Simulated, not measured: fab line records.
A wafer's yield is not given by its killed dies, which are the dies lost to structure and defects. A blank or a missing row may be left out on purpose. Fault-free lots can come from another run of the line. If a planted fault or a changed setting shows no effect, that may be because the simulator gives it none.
Which tool was responsible?    flow sfqLine    6 lots, 18 wafers sampled, at 5 steps of a route of 325

== WHAT THE GAUGES SHOWED, per wafer ==
SFQ_I3_BOW_MEAS_922.
lot   measured      on            I3_BOW (um)
L498  day 47 18:55  filmMetro-03  -5 1 -2
L502  day 50 10:47  filmMetro-02  -4 -11 -8
L505  day 51 04:25  filmMetro-04  7 1 9
L508  day 52 06:14  filmMetro-04  -7 11 0
L510  day 53 09:24  filmMetro-03  15 22 6
L517  day 57 18:50  filmMetro-04  14 5 9

== EACH LOT AND THE TOOL THAT RAN IT (in order: tool; ch and the chambers of the sampled wafers; start) ==
lot   SFQ_TRILAYER_I0_DEP_PECVD_027    SFQ_TRILAYER_M1_DEP_SPUTTER_037  SFQ_TRILAYER_M2_LITHO_COAT_062    SFQ_TRILAYER_M2_BARC_OPEN_METAL_ETCH_077
L498  pecvd-01 ch 0,1,2, day 12 00:47  pvdSputter-05, day 17 08:59      lithoTrack-02 ch 0, day 30 05:49  rieMetal-04 ch 0,1, day 34 21:34
L502  pecvd-01 ch 0,2, day 13 16:23    pvdSputter-06, day 19 16:18      lithoTrack-04 ch 0, day 32 04:48  rieMetal-03 ch 0,1, day 37 11:52
L505  pecvd-02 ch 0,1,2, day 14 05:23  pvdSputter-03, day 20 08:11      lithoTrack-03 ch 0, day 32 16:46  rieMetal-04 ch 0,1, day 38 04:30
L508  pecvd-02 ch 0,1,2, day 14 16:11  pvdSputter-03, day 21 00:23      lithoTrack-04 ch 0, day 33 06:03  rieMetal-01 ch 0,1, day 39 02:04
L510  pecvd-01 ch 0,1,2, day 16 10:11  pvdSputter-03, day 22 18:47      lithoTrack-04 ch 0, day 34 07:22  rieMetal-03 ch 0,1, day 40 10:31
L517  pecvd-02 ch 0,1, day 19 07:55    pvdSputter-03, day 26 01:36      lithoTrack-02 ch 0, day 39 00:21  rieMetal-03 ch 0,1, day 44 18:19
- SFQ_TRILAYER_I0_DEP_PECVD_027: deposits SiO2 from SiH4/N2O, time 111.11 s, target thk 500 nm.
- SFQ_TRILAYER_M1_DEP_SPUTTER_037: material Nb, target thk 200 nm, time 133.3 s.
- SFQ_TRILAYER_M2_LITHO_COAT_062: resist thk 62 nm.
- SFQ_TRILAYER_M2_BARC_OPEN_METAL_ETCH_077: etches BARC in O2, target depth 125 nm, time 41.7 s.

== THE ANSWER, worked out from the rows above alone ==
Rule: the lots themselves supply what counts as usual. The widest of any qualifying gaps counts: lots, ordered by their means at a reading, are off when they make up no more than a third of the lots, leave a main group of 4 or more, and stand apart from it by 3 or more times the standard deviation of that group's means. If all means in a main group match to the digits the tables above print for the reading, that group is not used. Also off: a lot with no number at a reading for which 4 or more lots have one. Where the step has rows for the other lots, those lots are counted as sound.
Nothing can be told from this: no lot is off at any reading shown.

== WHAT THE SIMULATOR HAD PUT IN ==
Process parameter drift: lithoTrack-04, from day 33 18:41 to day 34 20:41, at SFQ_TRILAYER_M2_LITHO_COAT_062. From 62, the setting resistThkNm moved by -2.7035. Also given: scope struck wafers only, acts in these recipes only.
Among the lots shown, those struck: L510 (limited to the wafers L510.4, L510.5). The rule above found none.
